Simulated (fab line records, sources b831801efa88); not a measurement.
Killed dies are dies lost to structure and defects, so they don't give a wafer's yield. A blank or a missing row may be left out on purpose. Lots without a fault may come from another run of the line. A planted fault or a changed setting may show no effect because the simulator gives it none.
Chamber matching | flow sky130 | SKY_FIELD_ISO_ETCH_14 on rie_diel-03: 4 sister chambers
The step etches BARC in N2/H2, stops on SiO2, time 45.9 s, target depth 60 nm. 20 wafers are shown with their chamber, then 10 later ones without.

WAFERS WITH THEIR CHAMBER
wafer  | chamber | drypump_motor_current_A (A) | oes_product_au (a.u.) | throttle_valve_pct (%)
L078.4 | 3       | 5.7                         | 0.858                 | 13.224
L078.5 | 1       | 6.2                         | 0.851                 | 13.233
L078.6 | 0       | 5.8                         | 0.857                 | 13.225
L079.1 | 2       | 5.8                         | 0.861                 | 13.213
L079.4 | 1       | 6.2                         | 0.857                 | 13.227
L079.5 | 2       | 5.8                         | 0.859                 | 13.225
L083.3 | 3       | 5.7                         | 0.858                 | 13.231
L083.5 | 2       | 5.7                         | 0.845                 | 13.236
L083.6 | 3       | 5.7                         | 0.856                 | 13.228
L084.1 | 0       | 5.8                         | 0.860                 | 13.218
L084.2 | 3       | 5.7                         | 0.850                 | 13.226
L084.6 | 3       | 5.7                         | 0.862                 | 13.227
L085.1 | 2       | 5.8                         | 0.859                 | 13.219
L085.4 | 3       | 5.7                         | 0.860                 | 13.219
L085.5 | 0       | 5.8                         | 0.851                 | 13.233
L086.3 | 0       | 5.8                         | 0.847                 | 13.220
L086.4 | 2       | 5.8                         | 0.858                 | 13.232
L086.5 | 3       | 5.7                         | 0.855                 | 13.237
L088.1 | 2       | 5.7                         | 0.858                 | 13.224
L088.2 | 1       | 6.2                         | 0.857                 | 13.218

SIGNATURES (means of the wafers above)
reading                 | chamber 0 | chamber 1 | chamber 2 | chamber 3 | scatter within a chamber
drypump_motor_current_A | 5.800     | 6.200     | 5.767     | 5.700     | 0.0289
oes_product_au          | 0.85375   | 0.85500   | 0.85667   | 0.85700   | 0.00491
throttle_valve_pct      | 13.22400  | 13.22600  | 13.22483  | 13.22743  | 0.00702
Rule: a wafer's distance from a chamber is the root of the sum, over the readings, of the square of ((its reading less the chamber's mean) divided by the reading's scatter). The wafer belongs to the nearest chamber; if the next one is less than 2 further off, it can't be placed. The scatter: the root of (the sum of the squares of (reading less its chamber's mean) over the shown wafers, divided by (wafers less chambers)).

WAFERS WITHOUT THEIR CHAMBER
wafer  | drypump_motor_current_A (A) | oes_product_au (a.u.) | throttle_valve_pct (%)
L088.5 | 6.2                         | 0.857                 | 13.233
L092.2 | 5.8                         | 0.857                 | 13.194
L092.3 | 6.1                         | 0.852                 | 13.220
L092.4 | 5.7                         | 0.855                 | 13.217
L093.2 | 6.2                         | 0.862                 | 13.215
L093.4 | 5.7                         | 0.856                 | 13.236
L093.5 | 6.2                         | 0.848                 | 13.235
L096.1 | 5.7                         | 0.856                 | 13.229
L096.2 | 5.8                         | 0.853                 | 13.232
L096.4 | 6.2                         | 0.851                 | 13.214

WHICH CHAMBER EACH WENT THROUGH
wafer  | from the rows above          | in truth
L088.5 | 1                            | 1
L092.2 | can't be placed: 0 or 2 or 3 | 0
L092.3 | 1                            | 1
L092.4 | can't be placed: 3 or 2      | 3
L093.2 | 1                            | 1
L093.4 | can't be placed: 3 or 2      | 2
L093.5 | 1                            | 1
L096.1 | 3                            | 3
L096.2 | can't be placed: 0 or 2      | 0
L096.4 | 1                            | 1
Placed correctly: 6 of 10. Can't be placed from these rows: 4 (the true chamber is among the candidates in 4). Placed wrongly: 0.
